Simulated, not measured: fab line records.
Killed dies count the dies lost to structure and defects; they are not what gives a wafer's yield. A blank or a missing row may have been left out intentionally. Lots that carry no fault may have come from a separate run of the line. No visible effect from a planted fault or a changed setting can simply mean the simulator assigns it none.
8D (eight disciplines) problem report, filled in by code / flow sky130 / the parts of the form that need people (team, actions taken, sign-off) are left out

## 1. WHAT IS WRONG
RES_XHIGH_TW at SKY_RES_XHIGH_TW_MEAS_09 reads a mean of 1544 on 9 wafers of 3 lots; wafers without a fault read 1624 with a standard deviation of 9.5. Relative to the usual mean, that is a shift of -8.5 standard deviations.
Seen first at day 31 11:15 on film-metro-04, wafer L683.1. Wafers with a number at this step in the record: 30, from 10 lots. The rule behind "out" and "out of limits": a value lying over 4 standard deviations away from the usual mean. The rest of the wafers with a number are treated as sound.

## 2. WHAT THIS IS AND IS NOT
question=which readings at this step | is=RES_XHIGH_TW | is not=-
question=which lots | is=L683, L684, L685 | is not=L672, L676, L678, L681, L682, L692, L693
question=which wafers of those lots | is=all that have a number | is not=-
question=read on which gauges | is=film-metro-03, film-metro-04 | is not=film-metro-02
question=when | is=from day 31 11:15 | is not=up to then (15 sound wafers); but 6 sound wafers of L692, L693 came after

## 3. SUSPECTS, AND WHAT RULES EACH OUT
Counting: a tool at any process step up to the reading remains a suspect when it ran all the lots that are out and ran no sound lot after the first of those.
- the gauge at SKY_RES_XHIGH_TW_MEAS_09 has been ruled out. Those wafers that are out were read across 2 gauges (film-metro-03, film-metro-04).
- plasma-asher-04 at SKY_LDD_N_STRIP_16 (strips in O2/N2): kept. Every lot that is out went through it, starting with L683 (day 23 00:26), and after that it ran no sound lot; the last sound lot it ran before then is L678 (day 20 16:25).
- implanter-01 at SKY_RES_XHIGH_IMPLANT_07: kept. Every lot that is out went through it, starting with L683 (day 31 11:00), and after that it ran no sound lot; the last sound lot it ran before then is L682 (day 31 06:34). On those wafers its own readings are out: dose-ions-cm2.
What counting leaves: plasma-asher-04 at SKY_LDD_N_STRIP_16 and implanter-01 at SKY_RES_XHIGH_IMPLANT_07.

## 4. THE CAUSE (what the simulator had put in)
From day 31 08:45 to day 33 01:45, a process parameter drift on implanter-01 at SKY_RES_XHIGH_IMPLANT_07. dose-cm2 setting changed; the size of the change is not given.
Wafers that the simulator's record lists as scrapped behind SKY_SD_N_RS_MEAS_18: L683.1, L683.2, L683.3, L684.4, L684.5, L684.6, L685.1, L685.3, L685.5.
After counting, 2 suspects remain, this tool included.

## 5. SEQUENCE OF EFFECTS, ordered by route
Rows list readings where the struck wafers' mean (over those with a number) sits beyond 3 standard deviations from the usual. Only readings whose record carries a usual standard deviation are examined. hours: median over the lots of the time between each lot's start at the first step of this table that gives one and its start at this step. sigmas: the change, counted in usual standard deviations.
hours=0; step=SKY_RES_XHIGH_IMPLANT_07; reading=dose-ions-cm2; usual=3.6e+14; on struck wafers=3.0e+14; change=-5.5e+13; sigmas=-99 or more
hours=0; step=SKY_RES_XHIGH_TW_MEAS_09; reading=RES_XHIGH_TW; usual=1624; on struck wafers=1544; change=-80; sigmas=-8.5
hours=29; step=SKY_SD_N_RS_MEAS_18; reading=RES_XHIGH_RS; usual=332.9 ohm/sq; on struck wafers=378.4; change=+45.5; sigmas=+47
The process steps in it:
- SKY_RES_XHIGH_IMPLANT_07

## 6. HOW IT WOULD HAVE BEEN CAUGHT EARLIER
In this record the first reading out of limits at a measuring or inspecting step was taken at day 31 11:15, 2 hours after the fault began at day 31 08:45.
The tool's own readings at SKY_RES_XHIGH_IMPLANT_07 were out on every struck wafer that the step has a row for (dose-ions-cm2): an alarm limit on them would have fired on the first of those.
Among the 3 lots that are out, L684, L685 began SKY_RES_XHIGH_IMPLANT_07 on implanter-01 after day 31 11:15. A hold on the tool at that time would have spared those 2.
